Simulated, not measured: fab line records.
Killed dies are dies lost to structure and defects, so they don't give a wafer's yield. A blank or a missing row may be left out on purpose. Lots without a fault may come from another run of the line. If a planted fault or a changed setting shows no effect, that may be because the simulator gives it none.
Which of the tools did it? || flow gf180mcu || 6 lots, 18 wafers sampled, at 2 steps of a route of 602

== WHAT THE GAUGES READ, wafer by wafer ==
GF_MIM_THK_MEAS_06.
{"lot": "L284", "measured": "day 24 20:27", "on": "film metro-03", "MIM_CVD_05_THK (nm)": "41.7 42.2 42.6"}
{"lot": "L286", "measured": "day 25 14:53", "on": "film metro-01", "MIM_CVD_05_THK (nm)": "41.4 41.8 42.3"}
{"lot": "L292", "measured": "day 27 05:17", "on": "film metro-01", "MIM_CVD_05_THK (nm)": "42.0 42.0 41.9"}
{"lot": "L298", "measured": "day 29 08:42", "on": "film metro-03", "MIM_CVD_05_THK (nm)": "41.6 42.7 42.3"}
{"lot": "L300", "measured": "day 29 19:55", "on": "film metro-03", "MIM_CVD_05_THK (nm)": "42.0 42.3 42.5"}
{"lot": "L306", "measured": "day 31 15:07", "on": "film metro-04", "MIM_CVD_05_THK (nm)": "41.8 42.0 41.9"}

== WHAT TOOL EACH LOT RAN ON (gives the tool, then ch and the chambers of the sampled wafers, and finally the start) ==
{"lot": "L284", "GF_STI_CMP_25": "cmp-02 ch 1,2, day 2 07:56"}
{"lot": "L286", "GF_STI_CMP_25": "cmp-02 ch 0,2,3, day 2 19:33"}
{"lot": "L292", "GF_STI_CMP_25": "cmp-02 ch 0,2, day 4 01:32"}
{"lot": "L298", "GF_STI_CMP_25": "cmp-02 ch 1,2, day 5 10:58"}
{"lot": "L300", "GF_STI_CMP_25": "cmp-02 ch 0,2,3, day 5 20:35"}
{"lot": "L306", "GF_STI_CMP_25": "cmp-01 ch 1,2, day 7 07:13"}
- GF_STI_CMP_25: polishes, stops on Si3N4, t overpolish 33 s, target thk 524.6 nm.

== THE ANSWER, worked out from the rows above alone ==
Rule: usual is defined by the lots themselves. The widest of any qualifying gaps counts: lots, ordered by their means at a reading, are off when they make up no more than a third of the lots, leave a main group of 4 or more, and stand apart from it by 3 or more times the standard deviation of that group's means. If all means in a main group match to the digits the tables above print for the reading, that group is not used. A lot without any number at a reading at which 4 lots or more have one is off too. Where the step has rows for the other lots, those lots are counted as sound.
No lot is off on any of the readings shown, so nothing can be concluded from this.

== WHAT WAS PUT IN BY THE SIMULATOR ==
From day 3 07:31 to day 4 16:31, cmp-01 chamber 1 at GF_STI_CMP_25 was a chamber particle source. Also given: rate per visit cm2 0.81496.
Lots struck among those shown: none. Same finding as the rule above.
